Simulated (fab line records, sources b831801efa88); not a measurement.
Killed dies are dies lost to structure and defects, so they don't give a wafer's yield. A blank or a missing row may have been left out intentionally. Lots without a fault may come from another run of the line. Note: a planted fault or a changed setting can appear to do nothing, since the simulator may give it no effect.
fab line records	flow sky130
record lots=14	wafers=42	lastDay=50
route steps=708 shown LDD_N@244 LDD_P@261 LDD_HVP@288 PAD_OPEN@708
lots that met no fault: taken from a fault-free run of the same line
startH: hours from the record's first day to the start of the lot's first wafer shown	waitH: how many hours have passed since the lot's step before this one	" same as the row above	L1.1+2: a single row standing in for several wafers	- value missing, or start not given	* or withheld: withheld	< > ~ a bound
route shown NAME@n: a module of which the file shows steps, and the number in the route of the first	usual: mean/standard deviation of fault-free wafers	same: alike in all rows	chamber/n: place in a boat	sites: the reading at each site	_std_site: their standard deviation	_edge_site: mean of outer sites minus mean of inner sites	radiusMm: for every site, how far away it sits from the centre of the wafer	mask NAME#n: copy n	behind: tool/chamber where the wafer was last shaped	hold: reason for holding the lot/hours on hold/outcome of the hold	device: the n, p or np transistor that did not switch	end of line: the same wafers' tests at the end of the route	step lacking rows: just its recipe	killed: dies that structure and defects cost at the first sort, which is not the same as the wafer's yield	map: shows each die of a wafer: x if killed, . if not, _ if none is there
set.NAME: setting as actually run; set.NAME@STEP: the setting as run at that earlier step	model.NAME: the simulator's own value behind a step, which no gauge read
a sample of lots followed through the steps of the route, with each step as a table and each wafer as a row
## steps
# step SKY_LDD_N_OVL_MEAS_07
# usual LDD_N_OVL=-0.6/1.3
lot.wafer	tool	chamber	startH	waitH	LDD_N_OVL[nm]
L927.4	overlay-01	-	418.14	0.1	0.3
L927.5	"	-	"	"	0.7
L927.6	"	-	"	"	0.9
L926.2	overlay-02	-	418.53	0.1	0.3
L926.3	"	-	"	"	0.8
L926.4	"	-	"	"	1.9
L929.1	overlay-02	-	432.92	0.1	-1.7
L929.2	"	-	"	"	-0.3
L929.5	"	-	"	"	1.0
L930.1	overlay-01	-	446.68	0.1	-2.3
L930.2	"	-	"	"	0.1
L930.3	"	-	"	"	2.6
L931.2	overlay-01	-	450.73	0.1	0.6
L931.3	"	-	"	"	0.1
L931.6	"	-	"	"	1.1
L934.4	overlay-01	-	476.84	0.1	-2.1
L934.5	"	-	"	"	2.0
L934.6	"	-	"	"	-1.6
L935.1	overlay-01	-	484.17	0.1	-3.5
L935.2	"	-	"	"	-0.9
L935.3	"	-	"	"	-1.1
L936.3	overlay-01	-	491.78	0.1	-1.7
L936.5	"	-	"	"	-1.7
L936.6	"	-	"	"	-2.4
L938.1	overlay-01	-	510.52	0.1	0.4
L938.2	"	-	"	"	-0.4
L938.5	"	-	"	"	-1.0
L939.3	overlay-02	-	515.84	0.1	1.0
L939.4	"	-	"	"	0.6
L939.6	"	-	"	"	-0.9
L942.1	overlay-01	-	555.67	0.1	-2.1
L942.5	"	-	"	"	-2.3
L942.6	"	-	"	"	-4.2
L943.1	overlay-02	-	557.17	0.1	1.0
L943.4	"	-	"	"	1.5
L943.5	"	-	"	"	-1.4
L946.1	overlay-02	-	574.12	0.1	-0.6
L946.3	"	-	"	"	-1.0
L946.4	"	-	"	"	-1.5
L949.3	overlay-02	-	611.43	0.1	-1.1
L949.4	"	-	"	"	-0.7
L949.6	"	-	"	"	-0.6
# step SKY_LDD_P_DEVELOP_06
# recipe resist=NOVOLAK	developer=TMAH	developTimeS=60	devTempC=23
lot.wafer	tool	chamber	startH	waitH
L927.4+5+6	lithoTrack-01	0	450.44	0.1
L926.2+3+4	lithoTrack-01	0	450.69	0.1
L929.1+2+5	lithoTrack-04	0	465.62	0.1
L930.1+2+3	lithoTrack-01	0	478.82	0.1
L931.2+3+6	lithoTrack-04	0	482.05	0.1
L934.4+5+6	lithoTrack-04	0	509.20	0.1
L935.1+2+3	lithoTrack-03	0	515.98	0.1
L936.3+5+6	lithoTrack-04	0	523.82	0.1
L938.1+2+5	lithoTrack-01	0	541.77	0.1
L939.3+4+6	lithoTrack-03	0	546.43	0.1
L942.1+5+6	lithoTrack-03	0	586.78	0.1
L943.1+4+5	lithoTrack-04	0	587.92	0.1
L946.1+3+4	lithoTrack-03	0	604.28	0.1
L949.3+4+6	lithoTrack-01	0	641.77	0.1
# step SKY_LDD_P_CD_MEAS_07
# recipe targetCdNm=380
# usual cdNm=379.6/2.1
lot.wafer	tool	chamber	startH	waitH	cdNm
L927.4	cdSem-02	-	450.58	0.1	381.9
L927.5	"	-	"	"	378.7
L927.6	"	-	"	"	377.6
L926.2	cdSem-01	-	450.84	0.1	380.2
L926.3	"	-	"	"	379.8
L926.4	"	-	"	"	378.9
L929.1	cdSem-02	-	465.77	0.1	378.3
L929.2	"	-	"	"	378.6
L929.5	"	-	"	"	376.6
L930.1	cdSem-01	-	478.97	0.1	380.5
L930.2	"	-	"	"	381.5
L930.3	"	-	"	"	383.4
L931.2	cdSem-02	-	482.19	0.1	378.4
L931.3	"	-	"	"	376.7
L931.6	"	-	"	"	376.3
L934.4	cdSem-02	-	509.33	0.1	382.5
L934.5	"	-	"	"	383.0
L934.6	"	-	"	"	381.9
L935.1	cdSem-02	-	516.13	0.1	381.1
L935.2	"	-	"	"	379.6
L935.3	"	-	"	"	379.4
L936.3	cdSem-01	-	523.96	0.1	380.5
L936.5	"	-	"	"	381.4
L936.6	"	-	"	"	380.5
L938.1	cdSem-01	-	541.92	0.1	380.9
L938.2	"	-	"	"	378.3
L938.5	"	-	"	"	380.1
L939.3	cdSem-02	-	546.57	0.1	379.2
L939.4	"	-	"	"	378.5
L939.6	"	-	"	"	377.9
L942.1	cdSem-02	-	587.04	0.2	397.4
L942.5	"	-	"	"	399.1
L942.6	"	-	"	"	396.0
L943.1	cdSem-01	-	588.07	0.1	376.6
L943.4	"	-	"	"	377.9
L943.5	"	-	"	"	377.5
L946.1	cdSem-02	-	604.43	0.1	392.4
L946.3	"	-	"	"	391.6
L946.4	"	-	"	"	394.2
L949.3	cdSem-02	-	641.91	0.1	381.3
L949.4	"	-	"	"	382.1
L949.6	"	-	"	"	383.2
# step SKY_LDD_P_OVL_MEAS_08
# usual LDD_P_OVL=0.1/1.2
lot.wafer	tool	chamber	startH	waitH	LDD_P_OVL[nm]
L927.4	overlay-02	-	450.66	0.1	1.1
L927.5	"	-	"	"	1.6
L927.6	"	-	"	"	-0.3
L926.2	overlay-02	-	450.95	0.1	-0.2
L926.3	"	-	"	"	0.6
L926.4	"	-	"	"	-1.0
L929.1	overlay-01	-	465.89	0.1	-0.2
L929.2	"	-	"	"	-0.6
L929.5	"	-	"	"	-1.0
L930.1	overlay-01	-	479.09	0.1	-0.5
L930.2	"	-	"	"	3.0
L930.3	"	-	"	"	1.2
L931.2	overlay-01	-	482.30	0.1	1.3
L931.3	"	-	"	"	-0.9
L931.6	"	-	"	"	1.8
L934.4	overlay-02	-	509.41	0.1	-1.1
L934.5	"	-	"	"	-0.3
L934.6	"	-	"	"	0.9
L935.1	overlay-01	-	516.25	0.1	0.8
L935.2	"	-	"	"	1.7
L935.3	"	-	"	"	1.0
L936.3	overlay-02	-	524.05	0.1	1.0
L936.5	"	-	"	"	-0.7
L936.6	"	-	"	"	1.0
L938.1	overlay-01	-	542.04	0.1	-2.0
L938.2	"	-	"	"	-0.6
L938.5	"	-	"	"	-0.5
L939.3	overlay-02	-	546.66	0.1	-0.7
L939.4	"	-	"	"	-0.9
L939.6	"	-	"	"	1.3
L942.1	overlay-02	-	587.16	0.1	0.6
L942.5	"	-	"	"	0.5
L942.6	"	-	"	"	1.9
L943.1	overlay-01	-	588.19	0.1	-1.3
L943.4	"	-	"	"	-0.7
L943.5	"	-	"	"	0.3
L946.1	overlay-01	-	604.55	0.1	-0.1
L946.3	"	-	"	"	1.9
L946.4	"	-	"	"	-0.8
L949.3	overlay-02	-	642.00	0.1	-0.5
L949.4	"	-	"	"	0.1
L949.6	"	-	"	"	0.5
# step SKY_LDD_HVP_TW_MEAS_10
# usual LDD_HVP_TW=461/3.2
lot.wafer	tool	chamber	startH	waitH	LDD_HVP_TW
L927.4	filmMetro-04	-	512.68	0.1	458
L927.5	"	-	"	"	459
L927.6	"	-	"	"	459
L926.2	filmMetro-02	-	513.31	0.1	465
L926.3	"	-	"	"	467
L926.4	"	-	"	"	467
L929.1	filmMetro-02	-	529.00	0.1	464
L929.2	"	-	"	"	462
L929.5	"	-	"	"	465
L930.1	filmMetro-02	-	541.37	0.1	465
L930.2	"	-	"	"	465
L930.3	"	-	"	"	462
L931.2	filmMetro-01	-	544.76	0.1	464
L931.3	"	-	"	"	460
L931.6	"	-	"	"	460
L934.4	filmMetro-02	-	569.83	0.1	465
L934.5	"	-	"	"	467
L934.6	"	-	"	"	465
L935.1	filmMetro-04	-	577.12	0.1	455
L935.2	"	-	"	"	457
L935.3	"	-	"	"	457
L936.3	filmMetro-04	-	583.84	0.1	457
L936.5	"	-	"	"	456
L936.6	"	-	"	"	456
L938.1	filmMetro-01	-	601.05	0.1	459
L938.2	"	-	"	"	461
L938.5	"	-	"	"	462
L939.3	filmMetro-01	-	606.64	0.1	459
L939.4	"	-	"	"	460
L939.6	"	-	"	"	465
L942.1	filmMetro-02	-	646.46	0.1	463
L942.5	"	-	"	"	466
L942.6	"	-	"	"	465
L943.1	filmMetro-01	-	647.05	0.1	460
L943.4	"	-	"	"	460
L943.5	"	-	"	"	459
L946.1	filmMetro-04	-	663.45	0.1	458
L946.3	"	-	"	"	455
L946.4	"	-	"	"	456
L949.3	filmMetro-04	-	699.02	0.1	459
L949.4	"	-	"	"	462
L949.6	"	-	"	"	457
# step SKY_PAD_OPEN_PROBE_99
# usual killed_at_M0_to_M3=44/7	killed_at_M4_up=3.4/1.7	killedAtContacts=24/4.9	killedAtFrontEnd=15/4.5	killedAtOther=0.4/0.61	killedDies=86/9.7	killedOpen=47/7.1	killedShort=39/6.1
# same grossDies=492	killedAtBackSide=0
lot.wafer	tool	chamber	startH	waitH	killed_at_M0_to_M3	killed_at_M4_up	killedAtContacts	killedAtFrontEnd	killedAtOther	killedDies	killedOpen	killedShort
L935.1	prober-01	-	1132.25	0.1	41	3	19	19	2	84	42	41
L935.2	prober-01	-	1132.30	0.1	55	2	20	22	1	100	51	48
L935.3	prober-01	-	1132.35	0.2	41	7	23	12	0	83	44	39
L942.1	prober-02	-	1174.85	0.1	29	4	29	16	1	79	42	36
L942.5	prober-02	-	1175.05	0.2	43	5	31	19	0	98	61	37
L942.6	prober-02	-	1175.10	0.2	33	5	12	10	2	62	28	33
# killed by level:class
L935.1 POLY_GATE:geometricParticle:open=8 FIELD_ISO:geometricParticle:open=7 VIA3:geometricParticle:short=7 CONTACT:geometricParticle:short=6 CONTACT:geometricParticle:open=6 METAL1:geometricParticle:short=6 VIA3:geometricParticle:open=6 METAL2:geometricParticle:short=5
L935.2 CONTACT:geometricParticle:open=12 METAL2:geometricParticle:short=10 FIELD_ISO:geometricParticle:short=7 FIELD_ISO:geometricParticle:open=7 VIA3:geometricParticle:open=7 METAL1:geometricParticle:short=7 VIA2:geometricParticle:open=7 CONTACT:geometricParticle:short=5
L935.3 VIA1:geometricParticle:open=11 CONTACT:geometricParticle:open=8 VIA3:geometricParticle:open=8 VIA1:geometricParticle:short=6 CONTACT:geometricParticle:short=5 METAL4:geometricParticle:short=5 FIELD_ISO:geometricParticle:short=4 FIELD_ISO:geometricParticle:open=4
L942.1 LI_CONTACT:geometricParticle:open=11 LOCAL_INTERCONNECT:geometricParticle:short=7 VIA3:geometricParticle:open=7 POLY_GATE:geometricParticle:open=6 CONTACT:geometricParticle:short=6 FIELD_ISO:geometricParticle:short=4 METAL2:geometricParticle:short=4 VIA2:geometricParticle:open=4
L942.5 LI_CONTACT:geometricParticle:open=12 CONTACT:geometricParticle:open=12 VIA1:geometricParticle:open=9 VIA3:geometricParticle:open=9 POLY_GATE:geometricParticle:open=7 VIA1:geometricParticle:short=6 METAL3:geometricParticle:short=5 FIELD_ISO:geometricParticle:open=3
L942.6 VIA1:geometricParticle:open=7 CONTACT:geometricParticle:short=6 VIA1:geometricParticle:short=6 VIA2:geometricParticle:open=5 FIELD_ISO:geometricParticle:short=4 POLY_GATE:geometricParticle:short=3 LI_CONTACT:geometricParticle:open=3 CONTACT:geometricParticle:open=3
## key
firstSign step=SKY_LDD_P_CD_MEAS_07	reading=cdNm	direction=up	sigmas=7.3	usual=379.6	struck=395.1
effect none on later readings
metAt SKY_LDD_P_DEVELOP_06
struckLots L942,L946
testerLeftOut L942,L946
notActingAt SKY_LDD_N_OVL_MEAS_07,SKY_LDD_P_OVL_MEAS_08,SKY_LDD_HVP_TW_MEAS_10
onsetBetween 546.43 586.78
fault kind=processParameterDrift	tool=lithoTrack-03	chamber=-	onsetH=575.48	steps=SKY_LDD_P_DEVELOP_06	channel=developTimeS	offset=*	shape=step	endH=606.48	actsIn=*	stated=*
# testerLeftOut: of these lots the tester's yield and bins aren't shown, on N5 and GAA mostly nor the transistor test; their killed dies are dies lost to structure and defects alone, not to doping, threshold or leakage, so they don't give the yield
